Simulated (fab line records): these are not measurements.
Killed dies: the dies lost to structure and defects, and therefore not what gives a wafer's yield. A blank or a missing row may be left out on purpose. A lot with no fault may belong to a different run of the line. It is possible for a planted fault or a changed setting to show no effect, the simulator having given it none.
fab line records -- flow sky130
record: lots: 11, wafers: 33, lastDay: 50
route steps=708 shown FIELD_ISO@1 NWELL@78 VT_ADJUST_NCORE@128
lots that met no fault: from a run of the same line without faults
startH: the number of hours between the record's first day and the start of the first shown wafer of the lot -- waitH: how many hours have passed since the lot's step before this one -- " unchanged from the row above -- L1.1+2: several wafers, shown together as one row -- - no value, or no start was given -- * or withheld: withheld -- < > ~ a bound
route shown NAME@n: names a module that has steps shown in the file, with the first one's number in the route -- usual: mean/standard deviation of fault-free wafers -- same: alike in all rows -- chamber/n: place in a boat -- sites: the reading at each site -- _std_site: their standard deviation -- _edge_site: the outer-site mean with the inner-site mean subtracted -- radiusMm: for every site, how far away it sits from the centre of the wafer -- mask NAME#n: copy n -- behind: the last tool/chamber to shape the wafer -- hold: cause of the lot's hold/its duration in hours/its outcome -- device: the transistor (n, p or np) that didn't switch -- end of line: the route-end tests of the same wafers -- where a step has no rows: the recipe by itself -- killed: count of dies lost to structure and defects at first sort (not the wafer's yield) -- map: a wafer's dies, x killed, . not, _ none there
set.NAME: the setting as run; set.NAME@STEP: as run at that earlier step -- model.NAME: the simulator's own value behind a step, which no gauge read
one table for each step of the route and one row for each wafer, over a sample of lots
services: when a tool's chamber went out of use (startH, in hours from the record's first day, below 0 if earlier), for how many hours, and the reason
== steps ==
step: SKY_FIELD_ISO_BOW_MEAS_00
recipe: mode: bow
usual: INCOMING_BOW: 0/6.6
lot.wafer,tool,chamber,startH,waitH,INCOMING_BOW[um]
L552.3,filmMetro-03,-,10.04,-,-8
L552.5,filmMetro-03,-,10.04,-,-3
L552.6,filmMetro-03,-,10.04,-,3
L558.2,filmMetro-02,-,40.02,-,-3
L558.3,filmMetro-02,-,40.02,-,-1
L558.6,filmMetro-02,-,40.02,-,-7
L561.1,filmMetro-02,-,55.00,-,9
L561.4,filmMetro-02,-,55.00,-,-9
L561.6,filmMetro-02,-,55.00,-,-5
L563.2,filmMetro-03,-,65.02,-,1
L563.4,filmMetro-03,-,65.02,-,4
L563.6,filmMetro-03,-,65.02,-,3
L567.2,filmMetro-01,-,85.02,-,5
L567.4,filmMetro-01,-,85.02,-,-1
L567.5,filmMetro-01,-,85.02,-,6
L568.1,filmMetro-02,-,90.00,-,18
L568.3,filmMetro-02,-,90.00,-,5
L568.5,filmMetro-02,-,90.00,-,4
L569.1,filmMetro-02,-,95.00,-,-11
L569.3,filmMetro-02,-,95.00,-,9
L569.6,filmMetro-02,-,95.00,-,2
L570.2,filmMetro-01,-,100.02,-,4
L570.3,filmMetro-01,-,100.02,-,2
L570.6,filmMetro-01,-,100.02,-,-10
L572.2,filmMetro-01,-,110.02,-,-3
L572.3,filmMetro-01,-,110.02,-,-7
L572.5,filmMetro-01,-,110.02,-,-9
L573.1,filmMetro-01,-,115.00,-,3
L573.2,filmMetro-01,-,115.00,-,-9
L573.6,filmMetro-01,-,115.00,-,-2
L575.2,filmMetro-03,-,125.02,-,-6
L575.3,filmMetro-03,-,125.02,-,8
L575.4,filmMetro-03,-,125.02,-,3
step: SKY_FIELD_ISO_ETCH_15
recipe: chemistry: CHF3/O2, targetDepthNm: 180, stopOn: Si, sourceW: 600, biasW: 200, pressureMtorr: 40, chf3FlowSccm: 50, O2_flow_sccm: 5, timeS: 72
usual: chf3FlowSccm: 50.01/0.16, drypumpMotorCurrentA: 5.8/0.42, oesProductAu: 0.947/0.0069, throttleValvePct: 8.846/0.0096
lot.wafer,tool,chamber,startH,waitH,chf3FlowSccm,drypumpMotorCurrentA,oesProductAu,rfHoursCounterH,throttleValvePct
L552.3,rieDiel-03,2,27.95,0.0,49.98,6.4,0.945,113,8.840
L552.5,rieDiel-03,3,27.95,0.0,50.03,6.3,0.950,-,8.847
L552.6,rieDiel-03,0,27.95,0.0,50.08,5.8,0.961,-,8.839
L558.2,rieDiel-03,2,60.05,0.0,49.81,6.4,0.956,114,8.852
L558.3,rieDiel-03,0,60.05,0.0,50.04,5.8,0.950,107,8.856
L558.6,rieDiel-03,3,60.05,0.0,49.74,6.3,0.964,-,8.845
L561.1,rieDiel-02,2,76.53,0.0,49.74,6.1,0.947,3,8.852
L561.4,rieDiel-02,1,76.53,0.0,50.26,5.9,0.954,147,8.860
L561.6,rieDiel-02,0,76.53,0.0,49.95,5.6,0.947,-,8.845
L563.2,rieDiel-01,1,85.98,0.0,49.96,5.9,0.935,42,8.843
L563.4,rieDiel-01,0,85.98,0.0,49.94,5.8,0.939,139,8.857
L563.6,rieDiel-01,2,85.98,0.0,49.92,5.3,0.937,-,8.837
L567.2,rieDiel-02,3,106.93,0.0,50.00,5.6,0.941,6,8.852
L567.4,rieDiel-02,3,106.93,0.0,50.08,5.6,0.951,-,8.865
L567.5,rieDiel-02,0,106.93,0.0,50.08,5.6,0.946,-,8.841
L568.1,rieDiel-02,3,112.53,0.0,49.83,5.6,0.951,6,8.850
L568.3,rieDiel-02,1,112.53,0.0,49.84,5.9,0.960,148,8.851
L568.5,rieDiel-02,2,112.53,0.0,49.98,6.2,0.942,-,8.835
L569.1,rieDiel-02,1,117.78,0.0,49.98,5.9,0.943,148,8.844
L569.3,rieDiel-02,2,117.78,0.0,50.01,6.1,0.949,4,8.850
L569.6,rieDiel-02,2,117.78,0.0,50.24,6.2,0.946,-,8.845
L570.2,rieDiel-02,3,123.15,0.0,50.07,5.6,0.943,6,8.821
L570.3,rieDiel-02,2,123.15,0.0,49.84,6.1,0.944,4,8.833
L570.6,rieDiel-02,3,123.15,0.0,49.94,5.6,0.944,-,8.853
L572.2,rieDiel-03,2,132.50,0.0,49.90,6.3,0.946,115,8.849
L572.3,rieDiel-03,1,132.50,0.0,50.05,5.8,0.945,31,8.839
L572.5,rieDiel-03,1,132.50,0.0,49.95,5.8,0.950,-,8.840
L573.1,rieDiel-01,1,138.30,0.0,50.00,5.8,0.944,43,8.852
L573.2,rieDiel-01,2,138.30,0.0,49.84,5.3,0.954,32,8.858
L573.6,rieDiel-01,3,138.30,0.0,49.89,4.7,0.958,-,8.837
L575.2,rieDiel-01,3,149.25,0.0,49.64,4.7,0.948,2,8.850
L575.3,rieDiel-01,0,149.25,0.0,50.03,5.8,0.941,140,8.845
L575.4,rieDiel-01,0,149.25,0.0,50.10,5.8,0.938,-,8.829
step: SKY_NWELL_STRIP_25
recipe: chemistry: O2/N2, powerW: 1400, pressureMtorr: 1500, platenTempC: withheld, o2FlowSccm: 3000, n2FlowSccm: 300, overashFraction: 0.5
usual: drypumpMotorCurrentA: 5.7/0.39, oesProductAu: 0.723/0.0045, stripTimeToEndpointS: 36.88/0.13
lot.wafer,tool,chamber,startH,waitH,drypumpMotorCurrentA,oesProductAu,rfHoursCounterH,stripTimeToEndpointS
L552.3,plasmaAsher-01,1,100.68,0.1,5.4,0.725,-,37.02
L552.5,plasmaAsher-01,1,100.68,0.1,5.5,0.733,-,36.96
L552.6,plasmaAsher-01,0,100.68,0.1,5.7,0.726,-,37.07
L558.2,plasmaAsher-03,0,135.90,0.1,6.0,0.723,31,36.88
L558.3,plasmaAsher-03,0,135.90,0.1,6.0,0.721,-,36.81
L558.6,plasmaAsher-03,0,135.90,0.1,6.0,0.721,-,36.85
L561.1,plasmaAsher-01,0,162.90,0.1,5.6,0.718,4,37.10
L561.4,plasmaAsher-01,1,162.90,0.1,5.4,0.731,-,37.07
L561.6,plasmaAsher-01,1,162.90,0.1,5.4,0.718,-,37.03
L563.2,plasmaAsher-03,1,172.36,0.1,5.9,0.722,35,36.95
L563.4,plasmaAsher-03,0,172.36,0.1,6.0,0.713,-,36.87
L563.6,plasmaAsher-03,0,172.36,0.1,6.0,0.714,-,36.89
L567.2,plasmaAsher-01,0,192.90,0.1,5.7,0.719,7,36.97
L567.4,plasmaAsher-01,1,192.90,0.1,5.4,0.717,-,36.86
L567.5,plasmaAsher-01,1,192.90,0.1,5.4,0.717,-,37.04
L568.1,plasmaAsher-02,1,197.55,0.1,6.5,0.719,53,36.73
L568.3,plasmaAsher-02,1,197.55,0.1,6.5,0.726,-,36.81
L568.5,plasmaAsher-02,0,197.55,0.1,5.3,0.732,-,36.80
L569.1,plasmaAsher-01,0,205.85,0.1,5.6,0.727,8,36.79
L569.3,plasmaAsher-01,0,205.85,0.1,5.6,0.720,-,36.69
L569.6,plasmaAsher-01,1,205.85,0.1,5.4,0.724,-,36.77
L570.2,plasmaAsher-02,0,210.45,0.1,5.2,0.715,54,36.83
L570.3,plasmaAsher-02,0,210.45,0.1,5.2,0.729,-,36.76
L570.6,plasmaAsher-02,1,210.45,0.1,6.5,0.724,-,36.84
L572.2,plasmaAsher-03,1,226.35,0.1,5.9,0.720,38,36.79
L572.3,plasmaAsher-03,0,226.35,0.1,6.0,0.722,-,36.87
L572.5,plasmaAsher-03,0,226.35,0.1,6.0,0.730,-,36.81
L573.1,plasmaAsher-02,0,233.36,0.1,5.2,0.721,57,36.91
L573.2,plasmaAsher-02,1,233.36,0.1,6.5,0.723,57,36.92
L573.6,plasmaAsher-02,0,233.36,0.1,5.2,0.726,-,36.89
L575.2,plasmaAsher-03,1,242.60,0.1,5.9,0.721,40,36.70
L575.3,plasmaAsher-03,1,242.60,0.1,5.9,0.728,-,36.61
L575.4,plasmaAsher-03,0,242.60,0.1,6.1,0.719,-,36.66
step: SKY_VT_ADJUST_NCORE_IMPLANT_09
recipe: species: B, energyKev: 10, doseCm2: 2.4e+12, tiltDeg: withheld
usual: beamOnS: 10.02/0.19, endStationPressureTorr: 5.01e-06/2.5e-07, faradayCurrentUA: 13.50/0.25
lot.wafer,tool,chamber,startH,waitH,beamOnS,endStationPressureTorr,faradayCurrentUA
L552.3,implanter-04,0,176.87,0.1,10.12,5.36e-06,13.34
L552.5,implanter-04,0,176.87,0.1,9.86,4.54e-06,13.72
L552.6,implanter-04,0,176.87,0.1,9.98,4.8e-06,13.48
L558.2,implanter-04,0,217.26,0.0,9.89,4.64e-06,13.74
L558.3,implanter-04,0,217.26,0.0,10.08,5.14e-06,13.42
L558.6,implanter-04,0,217.26,0.0,10.06,5.11e-06,13.39
L561.1,implanter-02,0,249.92,0.0,9.78,4.82e-06,13.80
L561.4,implanter-02,0,249.92,0.0,9.63,5.19e-06,13.98
L561.6,implanter-02,0,249.92,0.0,9.82,4.99e-06,13.81
L563.2,implanter-02,0,260.96,0.0,10.07,5.1e-06,13.46
L563.4,implanter-02,0,260.96,0.0,10.29,5.4e-06,13.18
L563.6,implanter-02,0,260.96,0.0,9.67,4.92e-06,13.98
L567.2,implanter-02,0,286.25,0.0,10.78,6.303e-05,12.10
L567.4,implanter-02,0,286.25,0.0,10.96,6.346e-05,11.81
L567.5,implanter-02,0,286.25,0.0,10.66,5.796e-05,12.29
L568.1,implanter-04,0,289.89,0.0,10.01,4.78e-06,13.48
L568.3,implanter-04,0,289.89,0.0,10.18,5.79e-06,13.29
L568.5,implanter-04,0,289.89,0.0,9.74,5.25e-06,13.91
L569.1,implanter-02,0,298.39,0.0,10.86,5.965e-05,11.99
L569.3,implanter-02,0,298.39,0.0,10.84,6.43e-05,12.02
L569.6,implanter-02,0,298.39,0.0,10.40,6.334e-05,12.45
L570.2,implanter-03,0,302.70,0.0,9.84,4.72e-06,13.70
L570.3,implanter-03,0,302.70,0.0,9.92,5.16e-06,13.59
L570.6,implanter-03,0,302.70,0.0,10.22,5.62e-06,13.28
L572.2,implanter-03,0,324.01,0.0,10.06,4.84e-06,13.42
L572.3,implanter-03,0,324.01,0.0,10.34,4.92e-06,13.16
L572.5,implanter-03,0,324.01,0.0,10.04,4.67e-06,13.47
L573.1,implanter-03,0,331.88,0.0,10.20,5.14e-06,13.25
L573.2,implanter-03,0,331.88,0.0,10.37,5e-06,13.03
L573.6,implanter-03,0,331.88,0.0,10.13,4.57e-06,13.42
L575.2,implanter-03,0,342.60,0.0,9.92,5.01e-06,13.62
L575.3,implanter-03,0,342.60,0.0,10.02,4.25e-06,13.51
L575.4,implanter-03,0,342.60,0.0,10.16,5.06e-06,13.31
step: SKY_VT_ADJUST_NCORE_TW_MEAS_11
usual: VT_ADJUST_NCORE_TW: 219.3/1.6
lot.wafer,tool,chamber,startH,waitH,VT_ADJUST_NCORE_TW
L552.3,filmMetro-02,-,177.09,0.1,217.4
L552.5,filmMetro-02,-,177.09,0.1,217.6
L552.6,filmMetro-02,-,177.09,0.1,216.7
L558.2,filmMetro-02,-,217.50,0.1,216.6
L558.3,filmMetro-02,-,217.50,0.1,216.6
L558.6,filmMetro-02,-,217.50,0.1,218.2
L561.1,filmMetro-01,-,250.17,0.1,217.1
L561.4,filmMetro-01,-,250.17,0.1,217.1
L561.6,filmMetro-01,-,250.17,0.1,217.3
L563.2,filmMetro-03,-,261.20,0.1,220.8
L563.4,filmMetro-03,-,261.20,0.1,223.0
L563.6,filmMetro-03,-,261.20,0.1,221.4
L567.2,filmMetro-02,-,286.49,0.1,225.6
L567.4,filmMetro-02,-,286.49,0.1,222.9
L567.5,filmMetro-02,-,286.49,0.1,223.0
L568.1,filmMetro-02,-,290.14,0.1,218.4
L568.3,filmMetro-02,-,290.14,0.1,219.3
L568.5,filmMetro-02,-,290.14,0.1,219.3
L569.1,filmMetro-01,-,298.64,0.1,222.6
L569.3,filmMetro-01,-,298.64,0.1,224.0
L569.6,filmMetro-01,-,298.64,0.1,223.3
L570.2,filmMetro-01,-,302.94,0.1,219.6
L570.3,filmMetro-01,-,302.94,0.1,218.9
L570.6,filmMetro-01,-,302.94,0.1,218.9
L572.2,filmMetro-01,-,324.25,0.1,218.2
L572.3,filmMetro-01,-,324.25,0.1,218.6
L572.5,filmMetro-01,-,324.25,0.1,217.7
L573.1,filmMetro-03,-,332.13,0.1,220.3
L573.2,filmMetro-03,-,332.13,0.1,220.4
L573.6,filmMetro-03,-,332.13,0.1,219.3
L575.2,filmMetro-02,-,342.84,0.1,220.0
L575.3,filmMetro-02,-,342.84,0.1,219.7
L575.4,filmMetro-02,-,342.84,0.1,219.8
== services ==
tool,chamber,startH,hours,kind
implanter-03,-,9.59,9.3,repair
implanter-02,-,12.90,3.4,pm
implanter-02,-,17.25,15.8,repair
plasmaAsher-03,-,22.30,7.1,repair
implanter-03,-,37.38,5.1,repair
plasmaAsher-01,-,43.82,1.0,repair
rieDiel-02,0,45.22,5.0,repair
implanter-02,-,89.38,1.1,repair
rieDiel-02,1,92.18,18.7,repair
plasmaAsher-03,-,96.32,1.0,repair
implanter-03,-,96.85,4.7,repair
rieDiel-02,3,98.54,5.1,repair
plasmaAsher-01,-,108.75,9.0,pm
rieDiel-02,3,119.06,2.3,repair
implanter-03,-,138.55,1.9,repair
rieDiel-02,2,155.22,61.6,repair
plasmaAsher-01,-,165.10,2.6,repair
plasmaAsher-03,-,166.29,1.3,repair
implanter-02,-,179.39,2.9,repair
rieDiel-02,0,182.66,6.8,repair
plasmaAsher-03,-,182.95,15.6,pm
implanter-02,-,188.78,2.4,repair
implanter-03,-,257.92,20.2,repair
rieDiel-02,-,314.30,14.6,pm
== key ==
firstSign: step: SKY_VT_ADJUST_NCORE_IMPLANT_09, reading: endStationPressureTorr, direction: up, sigmas: 99+, usual: 5.01e-06, struck: 6.196e-05
effect: step: SKY_VT_ADJUST_NCORE_IMPLANT_09, reading: faradayCurrentUA, direction: down, sigmas: 5.5, usual: 13.50, struck: 12.11
effect: step: SKY_VT_ADJUST_NCORE_TW_MEAS_11, reading: VT_ADJUST_NCORE_TW, direction: up, sigmas: 2.7, usual: 219.3, struck: 223.6
metAt SKY_VT_ADJUST_NCORE_IMPLANT_09
struckLots L567,L569
testerLeftOut L567,L569
notActingAt SKY_FIELD_ISO_BOW_MEAS_00,SKY_FIELD_ISO_ETCH_15,SKY_NWELL_STRIP_25
onsetBetween 260.96 286.25
fault: kind: processParameterDrift, tool: implanter-02, chamber: -, onsetH: 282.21, steps: SKY_VT_ADJUST_NCORE_IMPLANT_09, channel: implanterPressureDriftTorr, offset: 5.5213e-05, shape: step, endH: 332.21
fault: kind: processParameterDrift, tool: implanter-02, chamber: -, onsetH: 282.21, steps: SKY_VT_ADJUST_NCORE_IMPLANT_09, channel: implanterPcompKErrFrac, offset: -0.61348, shape: step, endH: 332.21
testerLeftOut: of these lots the tester's yield and bins aren't shown, on N5 and GAA mostly nor the transistor test; their killed dies are dies lost to structure and defects alone, not to doping, threshold or leakage, so they don't give the yield
